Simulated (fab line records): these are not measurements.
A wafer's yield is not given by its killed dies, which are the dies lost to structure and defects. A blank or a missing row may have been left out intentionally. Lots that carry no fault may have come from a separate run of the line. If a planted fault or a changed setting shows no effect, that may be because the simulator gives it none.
fab line records + flow sky130
[record]
- lots = 11
- wafers = 33
- lastDay = 50
route steps=708 shown LDD_LDN@296 SD_N@353 SD_P@359 LI_CONTACT@381
lots that met no fault: from a run of the same line without faults
startH: hours from the record's opening day to when the first of the lot's shown wafers began + waitH: how many hours have passed since the lot's step before this one + " unchanged from the row above + L1.1+2: several wafers, shown together as one row + - value missing, or start not given + * or withheld: withheld + < > ~ a bound
route shown NAME@n: a module of which the file shows steps, and the number in the route of the first + usual: average and standard deviation across the fault-free wafers + same: alike in all rows + chamber/n: place in a boat + sites: each site's reading + _std_site: their standard deviation + _edge_site: the outer-site mean with the inner-site mean subtracted + radiusMm: for every site, how far away it sits from the centre of the wafer + mask NAME#n: copy n + behind: tool/chamber where the wafer was last shaped + hold: the reason the lot was held/the length of the hold in hours/how it ended + device: whichever transistor did not switch (one of n, p or np) + end of line: the route-end tests of the same wafers + where a step has no rows: the recipe by itself + killed: not the wafer's yield, but the dies lost to structure and defects at the first sort + map: dies across one wafer; x = killed, . = not, _ = none there
set.NAME: the run value of the setting; set.NAME@STEP: its run value at that earlier step + model.NAME: the simulator's own value behind a step, which no gauge read
steps of the route over a sample of lots; a table a step, a row a wafer
services: a tool's chamber out of use, with start hour (startH, from the record's first day; less than 0 if before it), hours out, and reason
[[steps]]
[step SKY_LDD_LDN_OVL_MEAS_07]
[usual]
- LDD_LDN_OVL = 0.4/1.1
| lot.wafer | tool       | chamber | startH | waitH | LDD_LDN_OVL[nm] |
|-----------|------------|---------|--------|-------|-----------------|
| L490.2    | overlay-01 | -       | 518.37 | 0.1   | 1.1             |
| L490.3    | "          | -       | "      | "     | 0.7             |
| L490.6    | "          | -       | "      | "     | 1.5             |
| L491.1    | overlay-02 | -       | 533.93 | 0.1   | 0.5             |
| L491.5    | "          | -       | "      | "     | 0.1             |
| L491.6    | "          | -       | "      | "     | -0.6            |
| L499.1    | overlay-02 | -       | 602.01 | 0.1   | -0.2            |
| L499.2    | "          | -       | "      | "     | 0.0             |
| L499.3    | "          | -       | "      | "     | -0.3            |
| L501.3    | overlay-01 | -       | 623.05 | 0.1   | 0.1             |
| L501.4    | "          | -       | "      | "     | 0.1             |
| L501.6    | "          | -       | "      | "     | -1.4            |
| L502.3    | overlay-02 | -       | 631.32 | 0.1   | 1.0             |
| L502.5    | "          | -       | "      | "     | -1.0            |
| L502.6    | "          | -       | "      | "     | 0.3             |
| L506.2    | overlay-02 | -       | 661.53 | 0.1   | 1.6             |
| L506.3    | "          | -       | "      | "     | 0.7             |
| L506.4    | "          | -       | "      | "     | -0.8            |
| L507.1    | overlay-02 | -       | 674.06 | 0.1   | 0.4             |
| L507.4    | "          | -       | "      | "     | -1.4            |
| L507.6    | "          | -       | "      | "     | -1.4            |
| L510.4    | overlay-02 | -       | 694.28 | 0.1   | -1.6            |
| L510.5    | "          | -       | "      | "     | -1.1            |
| L510.6    | "          | -       | "      | "     | -0.1            |
| L511.3    | overlay-01 | -       | 695.87 | 0.1   | 1.0             |
| L511.5    | "          | -       | "      | "     | 1.4             |
| L511.6    | "          | -       | "      | "     | 1.7             |
| L512.2    | overlay-01 | -       | 704.55 | 0.1   | 0.2             |
| L512.4    | "          | -       | "      | "     | -0.2            |
| L512.5    | "          | -       | "      | "     | 0.8             |
| L513.2    | overlay-01 | -       | 710.40 | 0.1   | 0.3             |
| L513.4    | "          | -       | "      | "     | 0.0             |
| L513.6    | "          | -       | "      | "     | -0.3            |
[step SKY_SD_N_STRIP_11]
[recipe]
- chemistry = O2/N2
- powerW = 1400
- pressureMtorr = 1500
- platenTempC = withheld
- o2FlowSccm = 3000
- n2FlowSccm = 300
- overashFraction = 0.5
[usual]
- drypumpMotorCurrentA = 5.7/0.43
- oesProductAu = 0.527/0.004
- stripTimeToEndpointS = 22.52/0.048
| lot.wafer | tool           | chamber | startH | waitH | drypumpMotorCurrentA | oesProductAu | rfHoursCounterH | stripTimeToEndpointS |
|-----------|----------------|---------|--------|-------|----------------------|--------------|-----------------|----------------------|
| L490.2    | plasmaAsher-02 | 0       | 640.40 | 0.1   | 5.3                  | 0.529        | 50              | 22.53                |
| L490.3    | "              | 1       | "      | "     | 6.2                  | 0.526        | -               | 22.52                |
| L490.6    | "              | 1       | "      | "     | 6.2                  | 0.530        | -               | 22.56                |
| L491.1    | plasmaAsher-02 | 1       | 655.27 | 0.1   | 6.1                  | 0.524        | 51              | 22.55                |
| L491.5    | "              | 0       | "      | "     | 5.2                  | 0.526        | -               | 22.59                |
| L491.6    | "              | 1       | "      | "     | 6.2                  | 0.529        | -               | 22.57                |
| L499.1    | plasmaAsher-04 | 0       | 719.65 | 0.1   | 5.6                  | 0.520        | 90              | 22.61                |
| L499.2    | "              | 1       | "      | "     | 6.3                  | 0.524        | 90              | 22.57                |
| L499.3    | "              | 0       | "      | "     | 5.6                  | 0.531        | -               | 22.59                |
| L501.3    | plasmaAsher-04 | 0       | 738.45 | 0.1   | 5.6                  | 0.526        | -               | 22.52                |
| L501.4    | "              | 1       | "      | "     | 6.3                  | 0.533        | -               | 22.50                |
| L501.6    | "              | 0       | "      | "     | 5.6                  | 0.533        | -               | 22.56                |
| L502.3    | plasmaAsher-02 | 0       | 746.83 | 0.1   | 5.3                  | 0.524        | -               | 22.52                |
| L502.5    | "              | 1       | "      | "     | 6.2                  | 0.521        | -               | 22.52                |
| L502.6    | "              | 0       | "      | "     | 5.2                  | 0.529        | -               | 22.52                |
| L506.2    | plasmaAsher-02 | 0       | 777.83 | 0.1   | 5.2                  | 0.524        | 65              | 22.53                |
| L506.3    | "              | 1       | "      | "     | 6.2                  | 0.528        | -               | 22.46                |
| L506.4    | "              | 0       | "      | "     | 5.2                  | 0.522        | -               | 22.45                |
| L507.1    | plasmaAsher-03 | 0       | 786.12 | 0.1   | 5.7                  | 0.533        | 4               | 22.57                |
| L507.4    | "              | 0       | "      | "     | 5.7                  | 0.526        | -               | 22.58                |
| L507.6    | "              | 0       | "      | "     | 5.7                  | 0.518        | -               | 22.60                |
| L510.4    | plasmaAsher-02 | 1       | 805.88 | 0.1   | 6.2                  | 0.532        | -               | 22.46                |
| L510.5    | "              | 0       | "      | "     | 5.2                  | 0.527        | -               | 22.49                |
| L510.6    | "              | 1       | "      | "     | 6.2                  | 0.528        | -               | 22.47                |
| L511.3    | plasmaAsher-04 | 0       | 808.17 | 0.1   | 5.6                  | 0.526        | -               | 22.49                |
| L511.5    | "              | 1       | "      | "     | 6.3                  | 0.524        | -               | 22.47                |
| L511.6    | "              | 0       | "      | "     | 5.6                  | 0.528        | -               | 22.50                |
| L513.2    | plasmaAsher-02 | 0       | 819.38 | 0.1   | 5.2                  | 0.528        | 69              | 22.45                |
| L513.4    | "              | 1       | "      | "     | 6.2                  | 0.528        | -               | 22.41                |
| L513.6    | "              | 0       | "      | "     | 5.3                  | 0.527        | -               | 22.48                |
| L512.2    | plasmaAsher-02 | 0       | 826.88 | 0.1   | 5.2                  | 0.525        | 70              | 22.55                |
| L512.4    | "              | 1       | "      | "     | 6.1                  | 0.530        | -               | 22.51                |
| L512.5    | "              | 0       | "      | "     | 5.3                  | 0.523        | -               | 22.49                |
[step SKY_SD_N_RTA_14]
[recipe]
- tempC = 1075
- timeS = 2
- idleTempC = 650
- rampUpCPerS = 150
- rampDownCPerS = 90
- ambient = N2
[usual]
- annealTempCMax = 1080.1/2.1
- lampPowerPct = 15.74/0.06
- rampDownCPerS = 90.000/0.016
- wafer_temp_C_max = 1078.0/1.1
| lot.wafer | tool         | chamber | startH | waitH | annealTempCMax | lampPowerPct | rampDownCPerS | wafer_temp_C_max |
|-----------|--------------|---------|--------|-------|----------------|--------------|---------------|------------------|
| L490.2    | rtpAnneal-02 | 0       | 640.61 | 0.0   | 1081.6         | 15.71        | 89.963        | 1076.7           |
| L490.3    | "            | 0       | "      | "     | 1083.8         | 15.65        | 90.017        | 1076.7           |
| L490.6    | "            | 0       | "      | "     | 1082.0         | 15.76        | 90.030        | 1078.9           |
| L491.1    | rtpAnneal-01 | 0       | 655.48 | 0.0   | 1079.0         | 15.75        | 89.999        | 1077.2           |
| L491.5    | "            | 0       | "      | "     | 1079.5         | 15.72        | 89.993        | 1077.5           |
| L491.6    | "            | 0       | "      | "     | 1078.3         | 15.70        | 90.014        | 1076.6           |
| L499.1    | rtpAnneal-01 | 0       | 719.86 | 0.0   | 1079.3         | 14.58        | 89.982        | 1078.2           |
| L499.2    | "            | 0       | "      | "     | 1078.3         | 14.41        | 89.999        | 1077.6           |
| L499.3    | "            | 0       | "      | "     | 1079.5         | 14.43        | 89.991        | 1077.4           |
| L501.3    | rtpAnneal-01 | 0       | 738.65 | 0.0   | 1077.6         | 14.57        | 89.993        | 1076.4           |
| L501.4    | "            | 0       | "      | "     | 1077.9         | 14.50        | 90.021        | 1076.3           |
| L501.6    | "            | 0       | "      | "     | 1078.0         | 14.52        | 89.988        | 1076.8           |
| L502.3    | rtpAnneal-02 | 0       | 747.02 | 0.0   | 1081.1         | 15.80        | 89.990        | 1080.2           |
| L502.5    | "            | 0       | "      | "     | 1082.7         | 15.81        | 89.980        | 1077.6           |
| L502.6    | "            | 0       | "      | "     | 1081.3         | 15.69        | 89.971        | 1077.8           |
| L506.2    | rtpAnneal-02 | 0       | 778.05 | 0.0   | 1081.3         | 15.76        | 89.998        | 1080.2           |
| L506.3    | "            | 0       | "      | "     | 1080.5         | 15.75        | 90.005        | 1077.4           |
| L506.4    | "            | 0       | "      | "     | 1081.5         | 15.77        | 89.976        | 1077.8           |
| L507.1    | rtpAnneal-02 | 0       | 786.33 | 0.0   | 1081.3         | 15.80        | 89.994        | 1074.7           |
| L507.4    | "            | 0       | "      | "     | 1079.7         | 15.65        | 89.988        | 1078.0           |
| L507.6    | "            | 0       | "      | "     | 1082.1         | 15.84        | 90.005        | 1076.0           |
| L510.4    | rtpAnneal-02 | 0       | 806.08 | 0.0   | 1082.8         | 15.80        | 90.012        | 1078.3           |
| L510.5    | "            | 0       | "      | "     | 1079.9         | 15.72        | 90.009        | 1078.8           |
| L510.6    | "            | 0       | "      | "     | 1082.5         | 15.68        | 90.012        | 1077.0           |
| L511.3    | rtpAnneal-01 | 0       | 808.36 | 0.0   | 1077.2         | 15.71        | 89.981        | 1078.7           |
| L511.5    | "            | 0       | "      | "     | 1078.3         | 15.83        | 90.009        | 1078.8           |
| L511.6    | "            | 0       | "      | "     | 1077.8         | 15.70        | 89.988        | 1077.3           |
| L513.2    | rtpAnneal-02 | 0       | 819.61 | 0.0   | 1081.7         | 15.71        | 89.996        | 1078.5           |
| L513.4    | "            | 0       | "      | "     | 1082.3         | 15.68        | 89.974        | 1076.4           |
| L513.6    | "            | 0       | "      | "     | 1082.1         | 15.83        | 90.005        | 1079.7           |
| L512.2    | rtpAnneal-01 | 0       | 827.10 | 0.0   | 1076.9         | 15.75        | 90.027        | 1078.1           |
| L512.4    | "            | 0       | "      | "     | 1077.5         | 15.77        | 90.022        | 1077.0           |
| L512.5    | "            | 0       | "      | "     | 1077.6         | 15.70        | 90.021        | 1078.4           |
[step SKY_SD_N_RS_MEAS_16]
[recipe]
- thkMeasGauge = four-point-probe
[usual]
- SD_N_RS = 68.54/0.11
| lot.wafer | tool         | chamber | startH | waitH | SD_N_RS[ohm/sq] |
|-----------|--------------|---------|--------|-------|-----------------|
| L490.2    | filmMetro-03 | -       | 640.80 | 0.1   | 68.59           |
| L490.3    | "            | -       | "      | "     | 68.84           |
| L490.6    | "            | -       | "      | "     | 68.69           |
| L491.1    | filmMetro-02 | -       | 655.65 | 0.1   | 68.39           |
| L491.5    | "            | -       | "      | "     | 68.35           |
| L491.6    | "            | -       | "      | "     | 68.39           |
| L499.1    | filmMetro-01 | -       | 720.03 | 0.1   | 74.07           |
| L499.2    | "            | -       | "      | "     | 73.92           |
| L499.3    | "            | -       | "      | "     | 73.93           |
| L501.3    | filmMetro-02 | -       | 738.85 | 0.1   | 73.93           |
| L501.4    | "            | -       | "      | "     | 73.86           |
| L501.6    | "            | -       | "      | "     | 74.04           |
| L502.3    | filmMetro-02 | -       | 747.22 | 0.1   | 68.57           |
| L502.5    | "            | -       | "      | "     | 68.60           |
| L502.6    | "            | -       | "      | "     | 68.58           |
| L506.2    | filmMetro-02 | -       | 778.24 | 0.1   | 68.26           |
| L506.3    | "            | -       | "      | "     | 68.35           |
| L506.4    | "            | -       | "      | "     | 68.45           |
| L507.1    | filmMetro-02 | -       | 786.65 | 0.1   | 68.36           |
| L507.4    | "            | -       | "      | "     | 68.50           |
| L507.6    | "            | -       | "      | "     | 68.35           |
| L510.4    | filmMetro-01 | -       | 806.29 | 0.1   | 68.75           |
| L510.5    | "            | -       | "      | "     | 68.58           |
| L510.6    | "            | -       | "      | "     | 68.59           |
| L511.3    | filmMetro-03 | -       | 808.56 | 0.1   | 68.49           |
| L511.5    | "            | -       | "      | "     | 68.68           |
| L511.6    | "            | -       | "      | "     | 68.60           |
| L513.2    | filmMetro-01 | -       | 819.79 | 0.1   | 68.60           |
| L513.4    | "            | -       | "      | "     | 68.67           |
| L513.6    | "            | -       | "      | "     | 68.59           |
| L512.2    | filmMetro-03 | -       | 827.28 | 0.1   | 68.51           |
| L512.4    | "            | -       | "      | "     | 68.55           |
| L512.5    | "            | -       | "      | "     | 68.53           |
[step SKY_SD_N_RS_MEAS_17]
[recipe]
- thkMeasGauge = four-point-probe
[usual]
- SD_P_RS = 147.0/0.36
| lot.wafer | tool         | chamber | startH | waitH | SD_P_RS[ohm/sq] |
|-----------|--------------|---------|--------|-------|-----------------|
| L490.2    | filmMetro-03 | -       | 640.92 | 0.1   | 147.3           |
| L490.3    | "            | -       | "      | "     | 147.3           |
| L490.6    | "            | -       | "      | "     | 147.7           |
| L491.1    | filmMetro-02 | -       | 655.77 | 0.1   | 146.3           |
| L491.5    | "            | -       | "      | "     | 146.1           |
| L491.6    | "            | -       | "      | "     | 146.9           |
| L499.1    | filmMetro-01 | -       | 720.15 | 0.1   | 180.5           |
| L499.2    | "            | -       | "      | "     | 180.0           |
| L499.3    | "            | -       | "      | "     | 179.8           |
| L501.3    | filmMetro-02 | -       | 738.97 | 0.1   | 180.3           |
| L501.4    | "            | -       | "      | "     | 180.0           |
| L501.6    | "            | -       | "      | "     | 180.3           |
| L502.3    | filmMetro-02 | -       | 747.34 | 0.1   | 146.8           |
| L502.5    | "            | -       | "      | "     | 147.3           |
| L502.6    | "            | -       | "      | "     | 147.1           |
| L506.2    | filmMetro-02 | -       | 778.36 | 0.1   | 146.5           |
| L506.3    | "            | -       | "      | "     | 146.8           |
| L506.4    | "            | -       | "      | "     | 146.6           |
| L507.1    | filmMetro-02 | -       | 786.77 | 0.1   | 146.5           |
| L507.4    | "            | -       | "      | "     | 147.0           |
| L507.6    | "            | -       | "      | "     | 146.9           |
| L510.4    | filmMetro-01 | -       | 806.41 | 0.1   | 147.3           |
| L510.5    | "            | -       | "      | "     | 147.0           |
| L510.6    | "            | -       | "      | "     | 147.0           |
| L511.3    | filmMetro-03 | -       | 808.68 | 0.1   | 147.0           |
| L511.5    | "            | -       | "      | "     | 146.8           |
| L511.6    | "            | -       | "      | "     | 146.8           |
| L513.2    | filmMetro-01 | -       | 819.91 | 0.1   | 147.0           |
| L513.4    | "            | -       | "      | "     | 147.3           |
| L513.6    | "            | -       | "      | "     | 146.9           |
| L512.2    | filmMetro-03 | -       | 827.40 | 0.1   | 147.1           |
| L512.4    | "            | -       | "      | "     | 147.3           |
| L512.5    | "            | -       | "      | "     | 147.1           |
[step SKY_LI_CONTACT_SPUTTER_19]
[recipe]
- material = Ti
- targetThkNm = 20
- chamberPressurePa = 5
- powerW = 2500
- substrateTempC = 200
- timeS = 106.37
[usual]
- throttleValvePct = 30.1/0.78
| lot.wafer | tool          | chamber | startH | waitH | throttleValvePct |
|-----------|---------------|---------|--------|-------|------------------|
| L490.2    | pvdSputter-03 | -       | 670.00 | 0.0   | 31.0             |
| L490.3    | "             | -       | "      | "     | 30.0             |
| L490.6    | "             | -       | "      | "     | 30.5             |
| L491.1    | pvdSputter-03 | -       | 685.11 | 0.0   | 30.5             |
| L491.5    | "             | -       | "      | "     | 29.9             |
| L491.6    | "             | -       | "      | "     | 30.4             |
| L499.1    | pvdSputter-04 | -       | 748.94 | 0.0   | 29.8             |
| L499.2    | "             | -       | "      | "     | 29.6             |
| L499.3    | "             | -       | "      | "     | 30.5             |
| L501.3    | pvdSputter-03 | -       | 767.74 | 0.0   | 31.1             |
| L501.4    | "             | -       | "      | "     | 30.5             |
| L501.6    | "             | -       | "      | "     | 29.8             |
| L502.3    | pvdSputter-04 | -       | 775.21 | 0.0   | 29.7             |
| L502.5    | "             | -       | "      | "     | 29.9             |
| L502.6    | "             | -       | "      | "     | 30.5             |
| L506.2    | pvdSputter-04 | -       | 806.11 | 0.0   | 30.4             |
| L506.3    | "             | -       | "      | "     | 29.7             |
| L506.4    | "             | -       | "      | "     | 29.6             |
| L507.1    | pvdSputter-04 | -       | 814.52 | 0.0   | 30.5             |
| L507.4    | "             | -       | "      | "     | 29.5             |
| L507.6    | "             | -       | "      | "     | 29.7             |
| L510.4    | pvdSputter-04 | -       | 833.89 | 0.0   | 30.7             |
| L510.5    | "             | -       | "      | "     | 29.6             |
| L510.6    | "             | -       | "      | "     | 30.7             |
| L511.3    | pvdSputter-04 | -       | 835.84 | 0.0   | 29.6             |
| L511.5    | "             | -       | "      | "     | 30.7             |
| L511.6    | "             | -       | "      | "     | 29.6             |
| L513.2    | pvdSputter-03 | -       | 848.02 | 0.0   | 30.0             |
| L513.4    | "             | -       | "      | "     | 30.3             |
| L513.6    | "             | -       | "      | "     | 30.3             |
| L512.2    | pvdSputter-03 | -       | 854.65 | 0.0   | 30.3             |
| L512.4    | "             | -       | "      | "     | 30.1             |
| L512.5    | "             | -       | "      | "     | 30.2             |
[[services]]
| tool           | chamber | startH | hours | kind      |
|----------------|---------|--------|-------|-----------|
| plasmaAsher-04 | -       | 622.60 | 6.4   | pm        |
| plasmaAsher-04 | -       | 629.54 | 2.2   | repair    |
| plasmaAsher-02 | -       | 633.60 | 2.0   | repair    |
| pvdSputter-03  | -       | 680.16 | 4.4   | repair    |
| pvdSputter-04  | -       | 689.02 | 14.0  | repair    |
| plasmaAsher-03 | -       | 726.33 | 2.0   | repair    |
| plasmaAsher-04 | -       | 727.83 | 0.9   | repair    |
| plasmaAsher-03 | -       | 733.75 | 9.0   | pm        |
| plasmaAsher-03 | 0       | 733.75 | 9.0   | ventCycle |
| plasmaAsher-03 | 1       | 733.75 | 9.0   | ventCycle |
| plasmaAsher-04 | -       | 741.54 | 3.8   | repair    |
| plasmaAsher-03 | 0       | 742.75 | -     | clean     |
| plasmaAsher-03 | 1       | 742.75 | -     | clean     |
| plasmaAsher-04 | -       | 764.80 | 9.6   | repair    |
| plasmaAsher-03 | -       | 765.52 | 0.5   | repair    |
| pvdSputter-04  | -       | 778.15 | 0.7   | repair    |
| pvdSputter-04  | -       | 792.23 | 0.8   | repair    |
| pvdSputter-04  | -       | 815.61 | 3.7   | repair    |
| pvdSputter-04  | -       | 822.61 | 7.9   | repair    |
[[key]]
[firstSign]
- step = SKY_SD_N_RTA_14
- reading = lampPowerPct
- direction = down
- sigmas = 21
- usual = 15.74
- struck = 14.50
[effect]
- step = SKY_SD_N_RS_MEAS_16
- reading = SD_N_RS
- direction = up
- sigmas = 48
- usual = 68.54
- struck = 73.96
[effect]
- step = SKY_SD_N_RS_MEAS_17
- reading = SD_P_RS
- direction = up
- sigmas = 91
- usual = 147.0
- struck = 180.2
metAt SKY_SD_N_RTA_14
struckLots L499,L501
testerLeftOut L499,L501
notActingAt SKY_LDD_LDN_OVL_MEAS_07,SKY_SD_N_STRIP_11,SKY_LI_CONTACT_SPUTTER_19
onsetBetween 655.48 719.86
[fault]
- kind = processParameterDrift
- tool = rtpAnneal-01
- chamber = -
- onsetH = 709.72
- steps = SKY_SD_N_RTA_14
- channel = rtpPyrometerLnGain
- offset = 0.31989
- shape = step
- endH = 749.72
// testerLeftOut: of these lots the tester's yield and bins aren't shown, on N5 and GAA mostly nor the transistor test; their killed dies are dies lost to structure and defects alone, not to doping, threshold or leakage, so they don't give the yield
